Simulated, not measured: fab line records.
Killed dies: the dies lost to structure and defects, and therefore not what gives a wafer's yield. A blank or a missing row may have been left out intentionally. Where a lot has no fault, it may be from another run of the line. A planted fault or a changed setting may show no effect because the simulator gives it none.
Matching of chambers | flow gf180mcu | 4 sister chambers for GF_POLY_GATE_ETCH_12 on rie diel-02
The step etches BARC in N2/H2. 4 wafers are shown with their chamber, then 7 later ones without.

## WAFERS WITH THEIR CHAMBER
wafer  | chamber | oes product au (a.u.)
L136.3 | 2       | 0.723
L149.6 | 3       | 0.733
L150.1 | 1       | 0.734
L150.3 | 0       | 0.739

## WAFERS MISSING THEIR CHAMBER
wafer  | oes product au (a.u.)
L150.5 | 0.741
L158.2 | 0.738
L158.4 | 0.734
L158.5 | 0.739
L159.3 | 0.730
L159.4 | 0.740
L159.5 | 0.736

## EACH ONE'S CHAMBER
wafer  | from the rows above          | in truth
L150.5 | 0                            | 0
L158.2 | can't be placed: 0 or 1      | 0
L158.4 | can't be placed: 1 or 3      | 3
L158.5 | 0                            | 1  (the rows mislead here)
L159.3 | can't be placed: 3 or 1      | 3
L159.4 | 0                            | 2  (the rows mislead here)
L159.5 | can't be placed: 1 or 0 or 3 | 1
Correct placement for 1 of the 7. Can't be placed from these rows: 4 (the true chamber is among the candidates in 4). 2 placed wrongly.
How it was worked out, from the rows above alone: a wafer's distance from a chamber is the root of the sum, over the readings, of the square of ((its reading less the chamber's mean) divided by the reading's scatter). The wafer belongs to the nearest chamber; if the next one is less than 2 further off, it can't be placed. The mean given for a chamber averages the wafers shown for that chamber. The scatter (one wafer shown for each chamber): square how far every hidden wafer sits from the nearest shown wafer, average those squares and take the square root.
